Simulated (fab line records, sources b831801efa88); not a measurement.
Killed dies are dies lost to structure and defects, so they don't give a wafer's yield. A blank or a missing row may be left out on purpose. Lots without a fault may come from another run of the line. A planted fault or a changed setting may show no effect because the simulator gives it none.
Which tool did it? | flow sky130 | 9 lots, 27 wafers sampled, at 6 steps of a route of 708

WHAT THE GAUGES READ, wafer by wafer
SKY_METAL1_OVL_MEAS_16.
lot  | measured     | on         | METAL1_OVL (nm)
L253 | day 32 23:33 | overlay-01 | 1 6 4
L261 | day 36 09:56 | overlay-02 | -3 -1 5
L263 | day 36 19:59 | overlay-01 | 8 7 12
L268 | day 38 13:08 | overlay-01 | 4 6 5
L266 | day 38 21:32 | overlay-02 | 5 -4 0
L270 | day 38 23:12 | overlay-01 | -3 -5 -3
L273 | day 40 09:53 | overlay-02 | 5 8 5
L274 | day 40 13:14 | overlay-01 | -14 -12 -10
L275 | day 40 16:17 | overlay-02 | 6 -1 2

SKY_METAL2_RS_MEAS_05: measures by four-point-probe.
lot  | measured     | on            | METAL2_ALCU_RS (ohm/sq)
L253 | day 34 01:44 | film_metro-04 | 0.1267 0.1274 0.1281
L261 | day 37 12:21 | film_metro-01 | 0.1769 0.1769 0.1759
L263 | day 38 00:40 | film_metro-01 | 0.1741 0.1710 0.1716
L268 | day 39 18:07 | film_metro-01 | 0.1270 0.1260 0.1265
L266 | day 40 00:34 | film_metro-02 | 0.1264 0.1269 0.1266
L270 | day 40 03:50 | film_metro-02 | 0.1252 0.1252 0.1247
L273 | day 41 13:03 | film_metro-04 | 0.1261 0.1257 0.1264
L274 | day 41 15:45 | film_metro-04 | 0.1259 0.1270 0.1285
L275 | day 41 19:16 | film_metro-01 | 0.1277 0.1277 0.1263

SKY_METAL2_THK_MEAS_06: measures by xrf.
lot  | measured     | on            | METAL2_ALCU_THK (nm)
L253 | day 34 01:51 | film_metro-04 | 248.5 247.9 247.7
L261 | day 37 12:28 | film_metro-01 | 180.8 180.7 181.2
L263 | day 38 00:47 | film_metro-01 | 184.2 187.1 184.2
L268 | day 39 18:14 | film_metro-01 | 247.5 249.7 246.9
L266 | day 40 00:41 | film_metro-02 | 247.5 246.8 250.0
L270 | day 40 03:56 | film_metro-02 | 251.3 250.5 252.5
L273 | day 41 13:10 | film_metro-04 | 250.7 251.3 248.5
L274 | day 41 15:52 | film_metro-04 | 250.2 248.1 243.7
L275 | day 41 19:23 | film_metro-01 | 247.0 245.8 252.4

WHICH TOOL RAN EACH LOT (tool, then ch and the chambers of the sampled wafers, then the start)
lot  | SKY_METAL1_ETCH_18                | SKY_METAL2_SPUTTER_01        | SKY_METAL2_SPUTTER_02
L253 | rie_metal-03 ch 0,1, day 32 23:37 | pvd_sputter-01, day 34 01:36 | pvd_sputter-01, day 34 01:37
L261 | rie_metal-04 ch 0,1, day 36 10:01 | pvd_sputter-01, day 37 12:14 | pvd_sputter-01, day 37 12:16
L263 | rie_metal-04 ch 0,1, day 36 20:04 | pvd_sputter-01, day 38 00:33 | pvd_sputter-01, day 38 00:34
L268 | rie_metal-02 ch 1, day 38 13:12   | pvd_sputter-03, day 39 17:59 | pvd_sputter-03, day 39 18:01
L266 | rie_metal-02 ch 0,1, day 38 21:35 | pvd_sputter-03, day 40 00:27 | pvd_sputter-03, day 40 00:29
L270 | rie_metal-03 ch 0,1, day 38 23:16 | pvd_sputter-04, day 40 03:41 | pvd_sputter-04, day 40 03:43
L273 | rie_metal-04 ch 0,1, day 40 09:56 | pvd_sputter-04, day 41 12:55 | pvd_sputter-04, day 41 12:56
L274 | rie_metal-02 ch 0,1, day 40 13:19 | pvd_sputter-01, day 41 15:38 | pvd_sputter-01, day 41 15:40
L275 | rie_metal-03 ch 0,1, day 40 16:20 | pvd_sputter-01, day 41 19:08 | pvd_sputter-01, day 41 19:10
- SKY_METAL1_ETCH_18: etches BARC in N2/H2, stops on SiO2, time 45.9 s, target depth 60 nm.
- SKY_METAL2_SPUTTER_01: material TiN, target thk 20 nm, time 16.7 s.
- SKY_METAL2_SPUTTER_02: material AlCu, target thk 250 nm, time 13.3 s.

WHAT THE TOOLS THEMSELVES READ (means of the sampled wafers that have a number; where no wafer has one, the mark that the record gives instead)
SKY_METAL1_ETCH_18.
lot  | tool         | chamber_pressure_mTorr (mTorr) | drypump_motor_current_A (A) | oes_product_au (a.u.) | throttle_valve_pct (%)
L253 | rie_metal-03 | 30.015                         | 5.5                         | 0.852                 | 13.227
L261 | rie_metal-04 | 29.998                         | 5.9                         | 0.858                 | 13.228
L263 | rie_metal-04 | 29.999                         | 5.9                         | 0.852                 | 13.232
L268 | rie_metal-02 | 30.008                         | 5.1                         | 0.855                 | 13.221
L266 | rie_metal-02 | 29.996                         | 5.5                         | 0.857                 | 13.224
L270 | rie_metal-03 | 30.019                         | 5.7                         | 0.854                 | 13.221
L273 | rie_metal-04 | 30.019                         | 5.7                         | 0.857                 | 13.220
L274 | rie_metal-02 | 30.017                         | 5.3                         | 0.855                 | 13.228
L275 | rie_metal-03 | 30.014                         | 5.5                         | 0.852                 | 13.221

SKY_METAL2_SPUTTER_01.
lot  | tool           | throttle_valve_pct (%)
L253 | pvd_sputter-01 | 30.6
L261 | pvd_sputter-01 | 29.6
L263 | pvd_sputter-01 | 30.0
L268 | pvd_sputter-03 | 29.8
L266 | pvd_sputter-03 | 29.9
L270 | pvd_sputter-04 | 30.0
L273 | pvd_sputter-04 | 30.0
L274 | pvd_sputter-01 | 29.5
L275 | pvd_sputter-01 | 31.0

SKY_METAL2_SPUTTER_02.
lot  | tool           | throttle_valve_pct (%)
L253 | pvd_sputter-01 | 30.5
L261 | pvd_sputter-01 | 29.4
L263 | pvd_sputter-01 | 30.0
L268 | pvd_sputter-03 | 29.8
L266 | pvd_sputter-03 | 30.0
L270 | pvd_sputter-04 | 30.0
L273 | pvd_sputter-04 | 29.9
L274 | pvd_sputter-01 | 29.7
L275 | pvd_sputter-01 | 30.8

THE ANSWER, worked out from the rows above alone
Rule: what is usual is taken from the lots themselves. Put in order of their means at a reading, lots are off if they are a third of the lots or fewer, leave a main group of 4 or more, and stand apart from it by a gap of 3 or more times the standard deviation of the main group's means; of several such gaps the widest counts. A main group whose means are all the same, to the digits that the tables above print for the reading, isn't used. A lot without any number at a reading at which 4 lots or more have one is off too. The other lots that the step has rows for count as sound. The gauges are gone through in route order, then the tools' own readings, and for those a lot's mean is taken as printed above. The first step at which some lot is off is used, and at that step the reading that is off furthest; a lot without a number counts as furthest.
Off: L261, L263, at SKY_METAL2_RS_MEAS_05 (METAL2_ALCU_RS). The main group: mean 0.1266 ohm/sq, standard deviation 0.00076.
A tool fits if, at a process step before that reading, it ran every lot that is off, and no sound lot after the first of them. The gauges at SKY_METAL2_RS_MEAS_05 are tried like those tools. None of those tried fits.

WHAT THE SIMULATOR HAD PUT IN
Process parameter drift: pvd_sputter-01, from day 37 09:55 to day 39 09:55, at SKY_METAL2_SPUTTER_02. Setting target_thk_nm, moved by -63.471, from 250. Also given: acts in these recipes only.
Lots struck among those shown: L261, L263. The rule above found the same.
